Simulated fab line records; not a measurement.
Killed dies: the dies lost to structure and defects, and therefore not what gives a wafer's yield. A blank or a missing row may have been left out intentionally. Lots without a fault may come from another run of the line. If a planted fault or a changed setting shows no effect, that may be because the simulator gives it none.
A lot that was struck, set against a sound lot	flow sky130	15 steps out of a route of 708
Sound: the wafers L741.3, L741.4, L741.5. Wafers struck: L739.2, L739.4, L739.5. At the end, the cause is stated.
At each step with rows: each side's tool, then ch and its chambers, then its first start. Under that, the readings that differ: sound wafers	struck wafers	difference of the means	sigmas: that difference in standard deviations of wafers without a fault.
alike: words and numbers the same on both sides, and readings whose means are apart by under 2 such deviations; not compared: readings that were withheld, readings missing a value for some wafer, numbers with overlapping values and no deviation given by the record, and bounds like >300 which may hide the same value.
The two part at a step that has a row with sigmas, a row that says differs or no value, or rows on one side only. Non-overlapping numbers with no deviation appear without sigmas and do not part them. A reading that every wafer of one side lacks parts them only if that side has two wafers or more.

first, 1 step without rows for these wafers: SKY_VT_ADJUST_NCORE_IMPLANT_09.
SKY_VT_ADJUST_NCORE_STRIP_10: strips in O2/N2.
  sound on plasma asher-02 ch 0,1, day 13 00:34; struck on plasma asher-04 ch 1, day 12 06:32
  alike: drypump motor current A, oes product au, strip time to endpoint s
  not compared: rf hours counter h
SKY_VT_ADJUST_NCORE_TW_MEAS_11:
  sound on film metro-03, day 13 00:40; struck on film metro-03, day 12 06:46
  alike: VT_ADJUST_NCORE_TW
then, 7 steps without rows for these wafers: SKY_VT_ADJUST_HVTR_DEHYDRATE_00 (time 60 s); SKY_VT_ADJUST_HVTR_HMDS_01 (prime time 60 s); SKY_VT_ADJUST_HVTR_COAT_02 (resist thk 1140 nm); SKY_VT_ADJUST_HVTR_SOFTBAKE_03 (time 60 s); SKY_VT_ADJUST_HVTR_EXPOSE_04 (exposes mask HVTRM, target cd 380 nm); SKY_VT_ADJUST_HVTR_PEB_05; SKY_VT_ADJUST_HVTR_DEVELOP_06 (develop time 60 s).
SKY_VT_ADJUST_HVTR_CD_MEAS_07 targets a cd of 380 nm.
  sound on cd sem-02, day 14 01:49; struck on cd sem-01, day 13 07:47
reading	sound	struck	difference	sigmas
cd nm (nm)	383.8 383.7 383.5	376.8 377.1 380.1	-5.7	-3
SKY_VT_ADJUST_HVTR_OVL_MEAS_08:
  sound on overlay-01, day 14 01:54; struck on overlay-02, day 13 07:54
  alike: VT_ADJUST_HVTR_OVL
SKY_VT_ADJUST_HVTR_IMPLANT_09:
  struck on implanter-03, day 13 07:58; sound on implanter-02 ch 0, day 14 01:59
  no value came back on the struck wafers for beam energy keV, beam on s (s); on the sound wafers beam energy keV reads 10.009 10.002 10.006
SKY_VT_ADJUST_HVTR_STRIP_10: strips in O2/N2.
  sound on plasma asher-01 ch 0,1, day 14 02:07; struck on plasma asher-02 ch 0,1, day 13 08:05
  alike: drypump motor current A, oes product au, strip time to endpoint s
  not compared: rf hours counter h
SKY_VT_ADJUST_HVTR_TW_MEAS_11:
  sound on film metro-04, day 14 02:12; struck on film metro-04, day 13 08:11
reading	sound	struck	difference	sigmas
VT_ADJUST_HVTR_TW	212.3 212.4 211.6	30.2 30.0 30.1	-182.0	-99 or more

## WHERE THEY PART
At SKY_VT_ADJUST_HVTR_CD_MEAS_07 first; at SKY_VT_ADJUST_HVTR_TW_MEAS_11 last (within this record only).

WHY: whatever the simulator had introduced
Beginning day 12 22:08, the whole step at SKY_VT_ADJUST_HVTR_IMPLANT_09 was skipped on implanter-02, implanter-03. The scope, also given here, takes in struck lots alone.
